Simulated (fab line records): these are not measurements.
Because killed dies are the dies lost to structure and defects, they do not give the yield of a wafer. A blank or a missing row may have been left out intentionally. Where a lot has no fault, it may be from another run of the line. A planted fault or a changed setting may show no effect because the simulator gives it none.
Problem report, 8D (eight disciplines) form, completed by code | flow sky130 | the parts of the form that need people (team, actions taken, sign-off) are left out

1. THE PROBLEM
Mean of cathode_dc_power_W at SKY_METAL1_SPUTTER_01: 8400.5 W across 2 wafers in 2 lots; on wafers with no fault it is 6500.2 W (standard deviation 1.3). That is +99 or more standard deviations from the usual mean.
The step: material TiN, target thk 20 nm, time 16.7 s.
First seen on wafer L322.6, day 37 19:36, on pvd_sputter-04. The record has a number at this step for 18 wafers belonging to 6 lots. The rule behind "out" and "out of limits": a value lying over 4 standard deviations away from the usual mean. All remaining wafers that have a number are taken as sound.

2. WHAT IT IS, AND WHAT IT ISN'T
question                    | is                 | is not
which readings at this step | cathode_dc_power_W | throttle_valve_pct
which lots                  | L322, L323         | L302, L306, L324, L325
which wafers of those lots  | L322.6, L323.2     | L322.2, L322.3, L323.3, L323.4
read on which tools         | pvd_sputter-04     | pvd_sputter-01, pvd_sputter-03
when                        | from day 37 19:36  | up to then (8 sound wafers); but 8 sound wafers of L323, L324, L325 came after

3. THE SUSPECTS, EACH WITH WHAT RULES IT OUT
Counting: any tool at a process step up to the reading remains a suspect provided it ran every lot that is out. Sound lots after the first of them don't rule it out here, since some wafers of a struck lot are sound.
- pvd_sputter-02 at SKY_CONTACT_SPUTTER_23 (material TiN, target thk 20 nm, time 80 s): kept. It ran every lot that is out, first L322 (day 37 18:56); its last sound lot up to then is L302 (day 32 06:11).
- cvd_w-01 at SKY_CONTACT_CVD_24 (deposits W, target thk 340 nm, time 102.12 s): kept. It ran every lot that is out, first L322 (day 37 18:59).
- cmp-01 at SKY_CONTACT_CMP_27 (polishes, stops on SiO2, t overpolish 15 s, target thk 0 nm): kept. It ran every lot that is out, first L322 (day 37 19:23); its last sound lot up to then is L306 (day 33 08:13).
- pvd_sputter-04 at SKY_METAL1_SPUTTER_01 (material TiN, target thk 20 nm, time 16.7 s): kept. It ran every lot that is out, first L322 (day 37 19:36); its last sound lot up to then is L302 (day 32 07:05). Its own readings are out on those wafers: cathode_dc_power_W.
Left after counting: pvd_sputter-02 at SKY_CONTACT_SPUTTER_23, cvd_w-01 at SKY_CONTACT_CVD_24, cmp-01 at SKY_CONTACT_CMP_27, pvd_sputter-04 at SKY_METAL1_SPUTTER_01.

4. THE CAUSE (what the simulator had put in)
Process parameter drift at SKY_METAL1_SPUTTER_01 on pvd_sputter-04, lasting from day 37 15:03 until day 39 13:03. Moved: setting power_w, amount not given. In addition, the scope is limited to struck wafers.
Of the 4 suspects that counting leaves, this tool is one.

5. SEQUENCE OF EFFECTS, ordered by route
Each row: a reading where the mean over the struck wafers with a number is more than 3 standard deviations away from the usual. Readings are gone through only where the record gives a usual standard deviation; hours: the median, over the lots, of the time from a lot's start at the first step in this table giving one to that lot's start at this step; sigmas: the change measured in usual standard deviations.
hours | step                  | reading            | usual    | on struck wafers | change  | sigmas
0     | SKY_METAL1_SPUTTER_01 | cathode_dc_power_W | 6500.2 W | 8400.5           | +1900.3 | +99 or more
It contains these process steps:
- SKY_METAL1_SPUTTER_01: material TiN, target thk 20 nm, time 16.7 s.

6. WHAT WOULD HAVE CAUGHT IT SOONER
5 hours passed between the start of the fault at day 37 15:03 and the first reading out of limits in this record, taken at day 37 19:36.
